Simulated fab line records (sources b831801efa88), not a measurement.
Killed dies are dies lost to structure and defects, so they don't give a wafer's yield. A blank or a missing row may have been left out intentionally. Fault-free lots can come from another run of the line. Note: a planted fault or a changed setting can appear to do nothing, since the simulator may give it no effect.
fab line records	flow sky130
record lots=6	wafers=18	last-day=50
route steps=708 shown VIA1@473 METAL2@483 PAD_OPEN@708
lots that met no fault: taken from a fault-free run of the same line
start-h: hours from the record's opening day to when the first of the lot's shown wafers began	wait-h: how many hours have passed since the lot's step before this one	" as in the row above	L1.1+2: one row covering several wafers at once	- either no value or no given start	* or withheld: withheld	< > ~ a bound
route shown NAME@n: NAME is a module with steps in the file, n the number in the route of the first one	usual: mean and standard deviation over wafers with no fault	same: alike in all rows	chamber/n: place in a boat	sites: each site's reading	_std_site: the standard deviation of these	_edge_site: inner sites' mean taken away from outer sites' mean	radius-mm: for every site, how far away it sits from the centre of the wafer	mask NAME#n: copy n	behind: the tool/chamber that last shaped the wafer	hold: reason for holding the lot/hours on hold/outcome of the hold	device: whichever transistor did not switch (one of n, p or np)	end of line: tests of these same wafers at the route's end	a step with no rows: only its recipe	killed: count of dies lost to structure and defects at first sort (not the wafer's yield)	map: dies across one wafer; x = killed, . = not, _ = none there
set.NAME: the run value of the setting; set.NAME@STEP: its run value at that earlier step	model.NAME: the simulator's own value behind a step, which no gauge read
lots seen at some steps along the route; tables by step, rows by wafer
services: when a tool's chamber went out of use (start-h, in hours from the record's first day, below 0 if earlier), for how many hours, and the reason
## steps
# step SKY_VIA1_ETCH_15
# recipe target=SiO2	chemistry=C4F8/O2/Ar	target-depth-nm=351	stop-on=TiN	mask-material=KrF-thick	source-w=1500	bias-w=1200	pressure-mtorr=40	c4f8-flow-sccm=withheld	O2_flow_sccm=6	Ar_flow_sccm=300	time-s=54
# step SKY_VIA1_STRIP_16
# recipe chemistry=O2/N2	power-w=1400	pressure-mtorr=1500	platen-temp-c=withheld	o2-flow-sccm=3000	n2-flow-sccm=300	overash-fraction=0.5
# step SKY_VIA1_STRIP_17
# recipe chemistry=post-etch-residue-remover	time-s=1200	temp-c=72.5
# step SKY_VIA1_CLEAN_18
# recipe chemistry=IPA	time-s=180	temp-c=25
# step SKY_VIA1_CLEAN_19
# recipe chemistry=O3/DIW	dry=n2-spin
# step SKY_VIA1_SPUTTER_20
# recipe material=TiN	target-thk-nm=20	chamber-pressure-pa=5	power-w=4000	time-s=80
# step SKY_VIA1_CVD_21
# recipe material=W	target-thk-nm=270	time-s=80.902	temp-c=400	pressure-torr=40
# usual heater-power-w=838/33
lot.wafer	tool	chamber	start-h	wait-h	heater-power-w
L361.1	cvd-w-02	1	818.63	0.0	840
L361.2	"	0	"	"	846
L361.4	"	0	"	"	844
L368.2	cvd-w-02	1	869.11	0.0	859
L368.3	"	1	"	"	860
L368.5	"	1	"	"	857
L370.2	cvd-w-01	1	883.93	0.0	868
L370.4	"	0	"	"	828
L370.5	"	1	"	"	857
L371.2	cvd-w-01	1	886.00	0.0	879
L371.4	"	1	"	"	867
L371.6	"	1	"	"	885
L373.2	cvd-w-02	0	917.46	0.0	880
L373.4	"	1	"	"	872
L373.5	"	1	"	"	869
L381.1	cvd-w-01	0	961.28	0.0	747
L381.4	"	1	"	"	816
L381.5	"	0	"	"	765
# step SKY_VIA1_RS_MEAS_22
# recipe thk-meas-gauge=four-point-probe	reads=W_of_VIA1_CVD_21+TiN_of_VIA1_SPUTTER_20
# usual VIA1_W_RS=0.425/0.0062
lot.wafer	tool	chamber	start-h	wait-h	VIA1_W_RS[ohm/sq]
L361.1	film-metro-01	-	818.73	0.1	0.423
L361.2	"	-	"	"	0.435
L361.4	"	-	"	"	0.435
L368.2	film-metro-02	-	869.22	0.1	0.426
L368.3	"	-	"	"	0.426
L368.5	"	-	"	"	0.426
L370.2	film-metro-02	-	884.04	0.1	0.429
L370.4	"	-	"	"	0.420
L370.5	"	-	"	"	0.429
L371.2	film-metro-03	-	886.11	0.1	0.421
L371.4	"	-	"	"	0.422
L371.6	"	-	"	"	0.421
L373.2	film-metro-03	-	917.57	0.1	0.425
L373.4	"	-	"	"	0.418
L373.5	"	-	"	"	0.419
L381.1	film-metro-01	-	961.38	0.1	0.416
L381.4	"	-	"	"	0.437
L381.5	"	-	"	"	0.418
# step SKY_VIA1_THK_MEAS_23
# recipe thk-meas-gauge=xrf	reads=W_of_VIA1_CVD_21
# usual VIA1_W_THK=263/4.2
lot.wafer	tool	chamber	start-h	wait-h	VIA1_W_THK[nm]
L361.1	film-metro-01	-	818.85	0.1	266
L361.2	"	-	"	"	260
L361.4	"	-	"	"	261
L368.2	film-metro-02	-	869.33	0.1	259
L368.3	"	-	"	"	258
L368.5	"	-	"	"	258
L370.2	film-metro-02	-	884.15	0.1	256
L370.4	"	-	"	"	262
L370.5	"	-	"	"	258
L371.2	film-metro-03	-	886.22	0.1	266
L371.4	"	-	"	"	265
L371.6	"	-	"	"	267
L373.2	film-metro-03	-	917.68	0.1	263
L373.4	"	-	"	"	269
L373.5	"	-	"	"	268
L381.1	film-metro-01	-	961.50	0.1	269
L381.4	"	-	"	"	258
L381.5	"	-	"	"	268
# step SKY_VIA1_CMP_24
# recipe stop-on=SiO2	t-overpolish-s=15	down-force-psi=3.5	platen-rpm=60	target-thk-nm=0	pad-velocity-m-s=0.94248
# usual motor-current-A=11.3/1.3	overpolish-run-s=14.999/0.0094	platen-rpm=60.00/0.041	time-to-endpoint-s=64/3
lot.wafer	tool	chamber	start-h	wait-h	motor-current-A	overpolish-run-s	platen-rpm	time-to-endpoint-s
L361.2	cmp-02	0	818.96	0.1	11.9	14.979	60.09	63
L361.4	"	1	"	"	9.4	15.011	60.04	61
L361.1	"	2	"	"	12.3	14.996	60.01	64
L368.3	cmp-02	0	869.38	0.0	11.7	14.999	60.03	64
L368.2	"	1	"	"	9.6	14.998	59.97	60
L368.5	"	1	"	"	9.5	14.992	60.01	61
L370.4	cmp-01	0	884.20	0.0	13.3	15.001	60.01	73
L370.2	"	1	"	"	9.8	15.004	59.97	64
L370.5	"	1	"	"	10.0	14.991	60.04	67
L371.4	cmp-02	0	886.27	0.0	11.7	15.012	59.97	65
L371.2	"	2	"	"	12.8	15.003	60.01	64
L371.6	"	0	"	"	11.9	14.981	59.98	65
L373.4	cmp-02	2	917.78	0.1	13.0	14.982	60.00	63
L373.2	"	0	"	"	11.4	14.996	60.01	63
L373.5	"	2	"	"	13.1	15.010	59.97	63
L381.4	cmp-02	0	961.61	0.1	11.4	15.001	59.88	63
L381.1	"	1	"	"	9.9	14.994	59.96	64
L381.5	"	3	"	"	10.4	15.005	60.03	63
# step SKY_METAL2_SPUTTER_00
# recipe material=Ti	target-thk-nm=15	power-w=3000	time-s=10	chamber-pressure-pa=0.4
# usual throttle-valve-pct=29.5/0.87
lot.wafer	tool	chamber	start-h	wait-h	throttle-valve-pct
L361.1	pvd-sputter-03	-	819.21	0.1	30.9
L361.2	"	-	"	"	29.5
L361.4	"	-	"	"	28.9
L368.2	pvd-sputter-04	-	869.68	0.2	29.7
L368.3	"	-	"	"	28.7
L368.5	"	-	"	"	29.2
L370.2	pvd-sputter-03	-	884.50	0.2	29.5
L370.4	"	-	"	"	28.8
L370.5	"	-	"	"	30.8
L371.2	pvd-sputter-04	-	886.57	0.1	28.7
L371.4	"	-	"	"	27.6
L371.6	"	-	"	"	29.2
L373.2	pvd-sputter-04	-	918.03	0.1	29.0
L373.4	"	-	"	"	29.9
L373.5	"	-	"	"	28.9
L381.1	pvd-sputter-03	-	961.86	0.1	30.0
L381.4	"	-	"	"	30.8
L381.5	"	-	"	"	30.2
# step SKY_METAL2_SPUTTER_01
# recipe material=TiN	target-thk-nm=20	power-w=6500	time-s=16.7	chamber-pressure-pa=0.4
# usual throttle-valve-pct=29.5/0.86
lot.wafer	tool	chamber	start-h	wait-h	throttle-valve-pct
L361.1	pvd-sputter-03	-	819.23	0.0	30.9
L361.2	"	-	"	"	29.5
L361.4	"	-	"	"	28.7
L368.2	pvd-sputter-04	-	869.70	0.0	29.6
L368.3	"	-	"	"	28.7
L368.5	"	-	"	"	28.8
L370.2	pvd-sputter-03	-	884.52	0.0	29.5
L370.4	"	-	"	"	28.7
L370.5	"	-	"	"	30.7
L371.2	pvd-sputter-04	-	886.60	0.0	28.9
L371.4	"	-	"	"	27.9
L371.6	"	-	"	"	29.2
L373.2	pvd-sputter-04	-	918.06	0.0	29.0
L373.4	"	-	"	"	29.8
L373.5	"	-	"	"	28.4
L381.1	pvd-sputter-03	-	961.88	0.0	29.9
L381.4	"	-	"	"	30.6
L381.5	"	-	"	"	29.9
# step SKY_METAL2_SPUTTER_02
# recipe material=AlCu	target-thk-nm=250	power-w=10600	time-s=13.3	chamber-pressure-pa=0.4
# usual throttle-valve-pct=29.5/0.88
lot.wafer	tool	chamber	start-h	wait-h	throttle-valve-pct	model.AlCu_of_METAL2_SPUTTER_02.thk-nm
L361.1	pvd-sputter-03	-	819.25	0.0	31.0	250.3
L361.2	"	-	"	"	29.7	247.5
L361.4	"	-	"	"	28.5	249.6
L368.2	pvd-sputter-04	-	869.73	0.0	29.8	249.4
L368.3	"	-	"	"	28.8	248.1
L368.5	"	-	"	"	28.9	247.6
L370.2	pvd-sputter-03	-	884.55	0.0	29.7	250.4
L370.4	"	-	"	"	28.7	247.8
L370.5	"	-	"	"	30.7	251
L371.2	pvd-sputter-04	-	886.62	0.0	28.8	233.5
L371.4	"	-	"	"	27.7	247.1
L371.6	"	-	"	"	29.0	232.9
L373.2	pvd-sputter-04	-	918.08	0.0	29.1	231.4
L373.4	"	-	"	"	29.8	246
L373.5	"	-	"	"	28.8	247.1
L381.1	pvd-sputter-03	-	961.90	0.0	30.0	249.2
L381.4	"	-	"	"	30.9	252.7
L381.5	"	-	"	"	30.2	252.5
# step SKY_METAL2_SPUTTER_03
# recipe material=Ti	target-thk-nm=5	power-w=3000	time-s=3.3	chamber-pressure-pa=0.4
# step SKY_METAL2_SPUTTER_04
# recipe material=TiN	target-thk-nm=70	power-w=6500	time-s=58.3	chamber-pressure-pa=0.4
# usual throttle-valve-pct=29.5/0.87
lot.wafer	tool	chamber	start-h	wait-h	throttle-valve-pct
L361.1	pvd-sputter-03	-	819.30	0.0	30.9
L361.2	"	-	"	"	29.7
L361.4	"	-	"	"	28.7
L368.2	pvd-sputter-04	-	869.77	0.0	29.9
L368.3	"	-	"	"	29.1
L368.5	"	-	"	"	29.1
L370.2	pvd-sputter-03	-	884.59	0.0	29.7
L370.4	"	-	"	"	28.5
L370.5	"	-	"	"	30.9
L371.2	pvd-sputter-04	-	886.66	0.0	28.8
L371.4	"	-	"	"	27.8
L371.6	"	-	"	"	29.0
L373.2	pvd-sputter-04	-	918.12	0.0	29.1
L373.4	"	-	"	"	29.9
L373.5	"	-	"	"	28.9
L381.1	pvd-sputter-03	-	961.95	0.0	29.6
L381.4	"	-	"	"	31.2
L381.5	"	-	"	"	30.0
# step SKY_METAL2_RS_MEAS_05
# recipe thk-meas-gauge=four-point-probe	reads=TiN_of_METAL2_SPUTTER_04+Ti_of_METAL2_SPUTTER_03+AlCu_of_METAL2_SPUTTER_02+TiN_of_METAL2_SPUTTER_01+Ti_of_METAL2_SPUTTER_00
# usual METAL2_ALCU_RS=0.1271/0.0014
lot.wafer	tool	chamber	start-h	wait-h	METAL2_ALCU_RS[ohm/sq]
L361.1	film-metro-01	-	819.36	0.0	0.1267
L361.2	"	-	"	"	0.1283
L361.4	"	-	"	"	0.1271
L368.2	film-metro-04	-	869.84	0.0	0.1272
L368.3	"	-	"	"	0.1277
L368.5	"	-	"	"	0.1277
L370.2	film-metro-01	-	884.66	0.0	0.1266
L370.4	"	-	"	"	0.1285
L370.5	"	-	"	"	0.1262
L371.2	film-metro-01	-	886.73	0.0	0.1362
L371.4	"	-	"	"	0.1288
L371.6	"	-	"	"	0.1366
L373.2	film-metro-03	-	918.19	0.0	0.1373
L373.4	"	-	"	"	0.1288
L373.5	"	-	"	"	0.1285
L381.1	film-metro-01	-	962.00	0.0	0.1271
L381.4	"	-	"	"	0.1256
L381.5	"	-	"	"	0.1257
# step SKY_METAL2_THK_MEAS_06
# recipe thk-meas-gauge=xrf	reads=AlCu_of_METAL2_SPUTTER_02
# usual METAL2_ALCU_THK=249.5/2.9
lot.wafer	tool	chamber	start-h	wait-h	METAL2_ALCU_THK[nm]
L361.1	film-metro-01	-	819.48	0.1	250.8
L361.2	"	-	"	"	247.9
L361.4	"	-	"	"	250.1
L368.2	film-metro-04	-	869.95	0.1	249.4
L368.3	"	-	"	"	248.7
L368.5	"	-	"	"	248.9
L370.2	film-metro-01	-	884.77	0.1	250.9
L370.4	"	-	"	"	246.6
L370.5	"	-	"	"	248.6
L371.2	film-metro-01	-	886.84	0.1	231.7
L371.4	"	-	"	"	247.2
L371.6	"	-	"	"	232.5
L373.2	film-metro-03	-	918.30	0.1	233.9
L373.4	"	-	"	"	248.4
L373.5	"	-	"	"	246.9
L381.1	film-metro-01	-	962.12	0.1	248.0
L381.4	"	-	"	"	253.0
L381.5	"	-	"	"	254.8
# step SKY_METAL2_DEHYDRATE_07
# recipe temp-c=200	time-s=60
# step SKY_PAD_OPEN_PROBE_99
# usual defect-limited-yield=81.9/1.9	killed_at_M0_to_M3=45/7.3	killed_at_M4_up=3.2/1.8	killed-at-contacts=25/5.5	killed-at-front-end=15/4.2	killed-at-other=0.3/0.69	killed-dies=89/9.4	killed-open=49/6.6	killed-short=40/6.4	sort_bin_3_pad_short=0.9/0.43	sort_bin_5_function=10.7/1.5	sort_bin_6_memory=6.5/1.2	sort-n-pass=403/9.4	sort-yield-pct=81.9/1.9
# same gross-dies=492	killed-at-back-side=0	sort_bin_4_leakage[%]=0	sort_bin_8_speed[%]=0
lot.wafer	tool	chamber	start-h	wait-h	defect-limited-yield[%]	killed_at_M0_to_M3	killed_at_M4_up	killed-at-contacts	killed-at-front-end	killed-at-other	killed-dies	killed-open	killed-short	sort_bin_3_pad_short[%]	sort_bin_5_function[%]	sort_bin_6_memory[%]	sort-n-pass	sort-yield-pct[%]	model.etest.met2.line-ohm-um	model.etest.met2.rs-ohm-sq
L361.1	prober-01	-	1094.71	0.1	85.8	38	3	12	17	0	70	38	32	1.0	8.1	5.1	422	85.8	0.9102	0.1273
L361.2	prober-01	-	1094.76	0.1	82.1	44	5	27	12	0	88	40	44	0.6	10.0	7.3	404	82.1	0.9317	0.1301
L361.4	prober-01	-	1094.86	0.2	85.2	35	1	22	14	1	73	43	30	0.4	10.0	4.5	419	85.2	0.9104	0.128
L368.2	prober-02	-	1132.62	0.1	83.3	39	7	17	17	2	82	38	43	0.4	8.7	7.5	410	83.3	0.8816	0.1281
L368.3	prober-02	-	1132.67	0.2	83.7	36	4	28	11	1	80	46	33	0.6	8.3	7.3	412	83.7	0.9106	0.1303
L368.5	prober-02	-	1132.77	0.2	81.5	43	4	33	11	0	91	42	49	1.0	9.3	8.1	401	81.5	0.9041	0.1286
L370.2	prober-02	-	1145.56	0.1	81.1	46	0	30	17	0	93	58	33	0.8	11.2	6.9	399	81.1	0.8787	0.128
L370.4	prober-02	-	1145.66	0.2	82.9	45	1	22	14	2	84	42	40	1.4	9.8	5.9	408	82.9	0.9109	0.1293
L370.5	prober-02	-	1145.71	0.2	79.7	58	4	29	9	0	100	55	45	1.8	12.0	6.5	392	79.7	0.9184	0.1283
L371.2	prober-01	-	1145.89	0.1	85.0	44	1	19	10	0	74	38	35	1.4	9.3	4.3	418	85.0	0.9571	0.1376
L371.4	prober-01	-	1145.99	0.2	81.5	53	6	23	9	0	91	50	41	1.2	10.8	6.5	401	81.5	0.9283	0.1299
L371.6	prober-01	-	1146.09	0.2	80.5	55	3	22	15	1	96	49	44	1.6	12.4	5.5	396	80.5	0.9666	0.1373
L373.2	prober-01	-	1167.81	0.1	80.9	55	3	27	9	0	94	55	39	0.8	11.4	6.9	398	80.9	0.9892	0.1388
L373.4	prober-01	-	1167.91	0.2	84.8	37	1	22	15	0	75	48	27	0.2	9.6	5.5	417	84.8	0.8945	0.1301
L373.5	prober-01	-	1167.96	0.2	81.9	46	3	23	17	0	89	51	37	1.6	11.4	5.1	403	81.9	0.8958	0.1295
L381.1	prober-01	-	1198.51	0.1	81.1	42	1	25	25	0	93	57	36	1.0	12.0	5.9	399	81.1	0.8707	0.1286
L381.4	prober-01	-	1198.66	0.2	80.3	47	5	18	27	0	97	60	37	0.8	9.6	9.3	395	80.3	0.9498	0.1275
L381.5	prober-01	-	1198.71	0.2	83.3	43	7	18	14	0	82	40	42	0.8	11.0	4.9	410	83.3	0.8932	0.126
# killed by level:class
L361.1 VIA2:geometric-particle:open=8 VIA3:geometric-particle:open=8 FIELD_ISO:geometric-particle:short=5 FIELD_ISO:geometric-particle:open=5 METAL2:geometric-particle:short=5 LI_CONTACT:geometric-particle:open=4 METAL1:geometric-particle:short=4 VIA1:geometric-particle:open=3
L361.2 VIA1:geometric-particle:open=9 CONTACT:geometric-particle:open=8 LI_CONTACT:geometric-particle:open=7 VIA1:geometric-particle:short=6 VIA3:geometric-particle:open=6 VIA2:geometric-particle:short=6 METAL1:geometric-particle:short=5 LOCAL_INTERCONNECT:geometric-particle:short=5
L361.4 CONTACT:geometric-particle:open=11 VIA3:geometric-particle:open=8 VIA1:geometric-particle:open=7 FIELD_ISO:geometric-particle:short=6 VIA2:geometric-particle:open=6 VIA1:geometric-particle:short=4 LI_CONTACT:geometric-particle:open=4 METAL1:geometric-particle:short=4
L368.2 METAL2:geometric-particle:short=9 VIA1:geometric-particle:open=8 CONTACT:geometric-particle:open=6 METAL4:geometric-particle:short=6 FIELD_ISO:geometric-particle:short=5 LI_CONTACT:geometric-particle:open=5 VIA2:geometric-particle:open=5 FIELD_ISO:geometric-particle:open=4
L368.3 CONTACT:geometric-particle:open=12 VIA1:geometric-particle:open=10 LI_CONTACT:geometric-particle:open=7 VIA1:geometric-particle:short=5 METAL2:geometric-particle:short=5 POLY_GATE:geometric-particle:short=4 LOCAL_INTERCONNECT:geometric-particle:short=4 VIA2:geometric-particle:open=4
L368.5 VIA1:geometric-particle:open=10 POLY_GATE:geometric-particle:short=8 CONTACT:geometric-particle:open=8 CONTACT:geometric-particle:short=8 LOCAL_INTERCONNECT:geometric-particle:short=7 VIA2:geometric-particle:open=7 LI_CONTACT:geometric-particle:open=5 VIA1:geometric-particle:short=5
L370.2 VIA1:geometric-particle:open=13 CONTACT:geometric-particle:open=12 LI_CONTACT:geometric-particle:open=9 VIA2:geometric-particle:open=8 LOCAL_INTERCONNECT:geometric-particle:short=5 VIA1:geometric-particle:short=5 VIA3:geometric-particle:open=5 FIELD_ISO:geometric-particle:open=4
L370.4 CONTACT:geometric-particle:open=8 VIA1:geometric-particle:open=8 VIA3:geometric-particle:open=8 METAL1:geometric-particle:short=6 CONTACT:geometric-particle:short=5 VIA1:geometric-particle:short=5 FIELD_ISO:geometric-particle:short=4 LI_CONTACT:geometric-particle:open=4
L370.5 VIA1:geometric-particle:open=12 CONTACT:geometric-particle:open=12 VIA3:geometric-particle:open=12 CONTACT:geometric-particle:short=9 METAL1:geometric-particle:short=9 LOCAL_INTERCONNECT:geometric-particle:short=6 VIA2:geometric-particle:open=6 METAL2:geometric-particle:short=5
L371.2 VIA2:geometric-particle:open=8 LI_CONTACT:geometric-particle:short=6 LI_CONTACT:geometric-particle:open=6 VIA1:geometric-particle:open=6 VIA3:geometric-particle:open=6 METAL2:geometric-particle:short=5 CONTACT:geometric-particle:open=5 VIA1:geometric-particle:short=4
L371.4 VIA1:geometric-particle:open=16 CONTACT:geometric-particle:open=12 VIA3:geometric-particle:open=8 METAL1:geometric-particle:short=6 VIA1:geometric-particle:short=6 CONTACT:geometric-particle:short=5 METAL3:geometric-particle:short=4 VIA2:geometric-particle:open=4
L371.6 METAL1:geometric-particle:short=11 VIA2:geometric-particle:open=10 LI_CONTACT:geometric-particle:open=9 VIA1:geometric-particle:open=9 CONTACT:geometric-particle:open=8 METAL2:geometric-particle:short=7 VIA2:geometric-particle:short=5 FIELD_ISO:geometric-particle:open=4
L373.2 LI_CONTACT:geometric-particle:open=12 VIA1:geometric-particle:open=10 VIA2:geometric-particle:open=9 CONTACT:geometric-particle:open=9 METAL1:geometric-particle:short=8 METAL2:geometric-particle:short=7 VIA3:geometric-particle:open=6 POLY_GATE:geometric-particle:short=4
L373.4 VIA2:geometric-particle:open=13 CONTACT:geometric-particle:open=10 VIA1:geometric-particle:open=7 METAL2:geometric-particle:short=4 POLY_GATE:geometric-particle:open=4 LI_CONTACT:geometric-particle:open=4 FIELD_ISO:geometric-particle:open=3 POLY_GATE:geometric-particle:short=3
L373.5 CONTACT:geometric-particle:open=12 VIA2:geometric-particle:open=9 VIA1:geometric-particle:open=7 VIA3:geometric-particle:open=7 LI_CONTACT:geometric-particle:open=5 POLY_GATE:geometric-particle:open=5 VIA3:geometric-particle:short=4 POLY_GATE:geometric-particle:short=4
L381.1 VIA1:geometric-particle:open=12 LI_CONTACT:geometric-particle:open=9 VIA2:geometric-particle:open=7 POLY_GATE:geometric-particle:open=6 METAL2:geometric-particle:short=6 POLY_GATE:geometric-particle:short=5 CONTACT:geometric-particle:open=5 VIA3:geometric-particle:open=5
L381.4 VIA1:geometric-particle:open=15 CONTACT:geometric-particle:open=10 VIA3:geometric-particle:open=7 FIELD_ISO:geometric-particle:short=6 POLY_GATE:geometric-particle:open=6 METAL2:geometric-particle:short=6 FIELD_ISO:geometric-particle:open=5 POLY_GATE:geometric-particle:short=5
L381.5 METAL1:geometric-particle:short=8 CONTACT:geometric-particle:open=7 VIA1:geometric-particle:open=7 VIA1:geometric-particle:short=5 VIA2:geometric-particle:open=5 METAL4:geometric-particle:short=5 FIELD_ISO:geometric-particle:short=4 POLY_GATE:geometric-particle:short=4
## services
tool	chamber	start-h	hours	kind
cmp-01	-	808.74	3.4	repair
cmp-01	-	838.26	3.9	pm
cvd-w-01	-	877.68	2.2	repair
pvd-sputter-03	-	898.70	2.3	repair
cvd-w-01	-	904.00	14.0	pm
cvd-w-01	0	904.00	14.0	vent-cycle
cvd-w-01	1	904.00	14.0	vent-cycle
pvd-sputter-04	-	909.05	1.5	repair
cmp-01	-	913.04	4.0	pm
cmp-01	-	917.04	-	consumable-replace:conditioner
cmp-01	-	917.04	-	consumable-replace:pad
cvd-w-01	-	918.00	2.8	pm
cvd-w-01	0	918.00	-	clean
cvd-w-01	1	918.00	-	clean
cmp-02	-	924.47	1.2	repair
cvd-w-02	1	951.94	12.6	repair
pvd-sputter-04	-	952.46	1.3	repair
cmp-02	-	961.86	6.1	pm
## key
first-sign step=SKY_METAL2_RS_MEAS_05	reading=METAL2_ALCU_RS	direction=up	sigmas=7	usual=0.1271	struck=0.1367
effect step=SKY_METAL2_THK_MEAS_06	reading=METAL2_ALCU_THK	direction=down	sigmas=5.9	usual=249.5	struck=232.7
model-effect step=SKY_METAL2_SPUTTER_02	value=AlCu_of_METAL2_SPUTTER_02.thk-nm	without=247.4	struck=232.6
model-effect step=SKY_PAD_OPEN_PROBE_99	value=etest.met2.line-ohm-um	without=0.9108	struck=0.9709
met-at SKY_METAL2_SPUTTER_02
struck-wafers L371.2,L371.6,L373.2
onset-between 869.73 886.62
fault kind=process-parameter-drift	tool=pvd-sputter-04	chamber=-	onset-h=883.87	steps=SKY_METAL2_SPUTTER_02	channel=time-s	offset=*	shape=step	end-h=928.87	scope=struck-wafers-only	acts-in=*	stated=*
